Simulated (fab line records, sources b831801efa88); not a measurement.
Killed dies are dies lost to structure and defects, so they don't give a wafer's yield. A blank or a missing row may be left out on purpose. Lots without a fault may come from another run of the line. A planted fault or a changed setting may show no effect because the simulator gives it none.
A struck lot beside a sound one | flow gf180mcu | 16 steps out of a route of 602
Sound: wafers L710.2, L710.4, L710.5. Struck: wafer L719.3. (L719.4 of the same lot was not struck and is left out.) The cause comes at the end.
At each step with rows: each side's tool, then ch and its chambers, then its first start. Under that, the readings that differ: sound wafers | struck wafers | difference of the means | sigmas: that difference in standard deviations of wafers without a fault.
alike: readings whose means differ by less than 2 such deviations, and words and numbers that are the same on both sides. not compared: withheld readings, readings that some wafer has no value for, bounds like >300 that may hide the same value, and numbers for which the record gives no deviation and whose values overlap.
The two part at a step that has a row with sigmas, a row that says differs or no value, or rows on one side only. Numbers that don't overlap but have no deviation are shown without sigmas and don't part them. A reading that every wafer of one side lacks parts them only if that side has two wafers or more.

GF_MIM_STRIP_20: strips in O2/N2.
  sound on plasma_asher-04 ch 0,1, day 27 17:42; struck on plasma_asher-03 ch 1, day 30 09:16
  reading            | sound       | struck | difference | sigmas
  heater_power_w (W) | 318 263 263 | 378    | +97        | +2
  alike: drypump_motor_current_A, oes_product_au, strip_time_to_endpoint_s
  not compared: rf_hours_counter_h
then, 9 steps without rows for these wafers: GF_MIM_STRIP_21 (strips in post etch residue remover, time 1200 s); GF_MIM_CLEAN_22 (cleans in DIW); GF_M5_DEHYDRATE_00 (time 60 s); GF_M5_HMDS_01 (prime time 60 s); GF_M5_COAT_02 (resist thk 1000 nm); GF_M5_SOFTBAKE_03 (time 60 s); GF_M5_EXPOSE_04 (exposes mask Metal5, target cd 280 nm); GF_M5_PEB_05 (peb time 90 s); GF_M5_DEVELOP_06 (develop time 60 s).
GF_M5_CD_MEAS_07: target cd 280 nm.
  sound on cd_sem-02, day 28 14:06; struck on cd_sem-02, day 31 03:40
  reading    | sound             | struck | difference | sigmas
  cd_nm (nm) | 281.6 281.7 282.2 | 279.7  | -2.1       | -2
GF_M5_OVL_MEAS_08:
  sound on overlay-02, day 28 14:13; struck on overlay-02, day 31 03:46
  alike: M5_OVL
GF_M5_ETCH_09: etches Si3N4 in CF4/O2, target depth 52 nm, time 11.6 s.
  sound on rie_diel-04 ch 0,1, day 28 14:14; struck on rie_diel-03 ch 1, day 31 03:47
  reading                             | sound             | struck | difference | sigmas
  drypump_motor_current_A (A)         | 5.05 5.69 5.66    | 5.97   | +0.50      | +2
  model.etch.depth_nm (nm)            | 50.69 50.75 50.77 | 28.69  | -22.05     |
  model.KrF_of_M5_COAT_02.thk_nm (nm) | 955.6 956.5 953.4 | 968.8  | +13.6      |
  alike: cf4_flow_sccm, oes_product_au, throttle_valve_pct
  not compared: rf_hours_counter_h
GF_M5_METAL_ETCH_10: etches the open film in Cl2/BCl3, stops on SiO2, target depth 750.8 nm, time 125.1 s.
  sound on rie_metal-03 ch 0, day 28 14:16; struck on rie_metal-01 ch 1, day 31 03:51
  reading                             | sound                | struck | difference | sigmas
  throttle_valve_pct (%)              | 28.233 28.221 28.215 | 28.259 | +0.036     | +3
  model.KrF_of_M5_COAT_02.thk_nm (nm) | 651.5 651.2 650      | 674.5  | +23.6      |
  alike: bcl3_flow_sccm, drypump_motor_current_A, oes_product_au
  not compared: rf_hours_counter_h
GF_M5_STRIP_11: strips in O2/N2.
  sound on plasma_asher-01 ch 0,1, day 28 14:23; struck on plasma_asher-03 ch 0, day 31 03:58
  reading                      | sound             | struck | difference | sigmas
  oes_product_au (a.u.)        | 0.522 0.523 0.517 | 0.533  | +0.012     | +2
  strip_time_to_endpoint_s (s) | 7.06 7.05 7.04    | 7.26   | +0.21      | +4
  alike: drypump_motor_current_A, heater_power_w
  not compared: rf_hours_counter_h
then, 1 step without rows for these wafers: GF_M5_STRIP_12 (strips in post etch residue remover, time 1200 s).

WHERE THEY PART
First at GF_MIM_STRIP_20; last, within this record, at GF_M5_STRIP_11.

WHY: what the simulator had put in
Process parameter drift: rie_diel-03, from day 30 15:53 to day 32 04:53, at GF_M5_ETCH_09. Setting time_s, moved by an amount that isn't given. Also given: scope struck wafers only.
